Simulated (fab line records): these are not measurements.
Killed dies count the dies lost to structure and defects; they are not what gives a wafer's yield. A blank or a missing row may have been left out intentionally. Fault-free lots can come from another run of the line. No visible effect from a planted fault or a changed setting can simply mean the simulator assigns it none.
Commonality check across tools    flow gf180mcu    Lots sampled 14, wafers sampled 51

== REASON IT WAS OPENED ==
Of 14 lots, 3 have the reading VT_IMPLANT_2_TW flagged at GF_VT_IMPLANT_TW_MEAS_21. Fault-free wafers read 1224, with a standard deviation of 18.
Rule: a lot is flagged when every wafer of it that has a number lies more than 4 standard deviations from that mean, or none has a number. As for the other lots, they are considered sound.

lot   measured      on             VT_IMPLANT_2_TW, wafer by wafer  flag
L429  day 6 19:57   film metro-03  1217 1219 1218                   
L430  day 7 02:02   film metro-02  1242 1234 1243                   
L431  day 7 06:40   film metro-02  1245 1248 1256                   
L432  day 7 11:47   film metro-04  1232 1222 1214                   
L433  day 7 18:08   film metro-04  1222 1221 1227                   
L434  day 8 00:54   film metro-02  1255 1261 1260                   
L435  day 8 06:04   film metro-02  1562 1564 1568 1564 1565 1561    FLAGGED
L440  day 9 13:22   film metro-03  1501 1494 1497 1494 1503 1497    FLAGGED
L442  day 10 04:11  film metro-04  1514 1522 1520 1529 1520 1530    FLAGGED
L444  day 11 04:17  film metro-03  1205 1219 1208                   
L447  day 11 18:38  film metro-03  1213 1208 1213                   
L446  day 11 19:17  film metro-03  1205 1206 1218                   
L448  day 11 23:00  film metro-02  1245 1249 1251                   
L449  day 12 10:40  film metro-02  1248 1255 1243                   
Average over the flagged lots: 1528; offset from the usual +304, equal to +17 standard deviations.

== EACH LOT AND THE TOOL IT RAN ON ==
The record holds 1 process step before the reading, out of a route of 602 steps. Read each cell as the tool, then ch plus the chambers that the sampled wafers visited, then the start.
lot   flag     GF_VT_IMPLANT_IMPLANT_19
L429           implanter-01 ch 0, day 6 19:43
L430           implanter-01 ch 0, day 7 01:47
L431           implanter-03 ch 0, day 7 06:26
L432           implanter-01 ch 0, day 7 11:32
L433           implanter-04 ch 0, day 7 17:55
L434           implanter-03 ch 0, day 8 00:41
L435  FLAGGED  implanter-04 ch 0, day 8 05:32
L440  FLAGGED  implanter-04 ch 0, day 9 12:48
L442  FLAGGED  implanter-04 ch 0, day 10 03:37
L444           implanter-04 ch 0, day 11 04:02
L447           implanter-01 ch 0, day 11 18:23
L446           implanter-04 ch 0, day 11 19:02
L448           implanter-01 ch 0, day 11 22:47
L449           implanter-04 ch 0, day 12 10:25
What the steps here do:
- GF_VT_IMPLANT_IMPLANT_19
- GF_VT_IMPLANT_TW_MEAS_21

== FLAGGED AGAINST TOTAL, ONE TOOL AT A TIME (gauges that did the reading follow at the end) ==
step                      tool           lots run  flagged  share of the flagged lots  sound lots run after its first flagged lot
GF_VT_IMPLANT_IMPLANT_19  implanter-01   5         0        none                       -
GF_VT_IMPLANT_IMPLANT_19  implanter-03   2         0        none                       -
GF_VT_IMPLANT_IMPLANT_19  implanter-04   7         3        all                        3 (L444,L446,L449)
GF_VT_IMPLANT_TW_MEAS_21  film metro-02  6         1        some                       2 (L448,L449)
GF_VT_IMPLANT_TW_MEAS_21  film metro-03  5         1        some                       3 (L444,L447,L446)
GF_VT_IMPLANT_TW_MEAS_21  film metro-04  3         1        some                       0

== WHAT THE TABLE PERMITS ==
In the table, 1 row covers all flagged lots: implanter-04 at GF_VT_IMPLANT_IMPLANT_19.
- implanter-04 at GF_VT_IMPLANT_IMPLANT_19: 3 of its 7 lots flagged. Sound lots followed the first flagged one (L444, L446, L449) on it, something a lasting fault affecting the whole tool could not allow.
Every row of the table either missed a flagged lot or ran a sound lot after the first.

== WHAT THE SIMULATOR HAD INSERTED ==
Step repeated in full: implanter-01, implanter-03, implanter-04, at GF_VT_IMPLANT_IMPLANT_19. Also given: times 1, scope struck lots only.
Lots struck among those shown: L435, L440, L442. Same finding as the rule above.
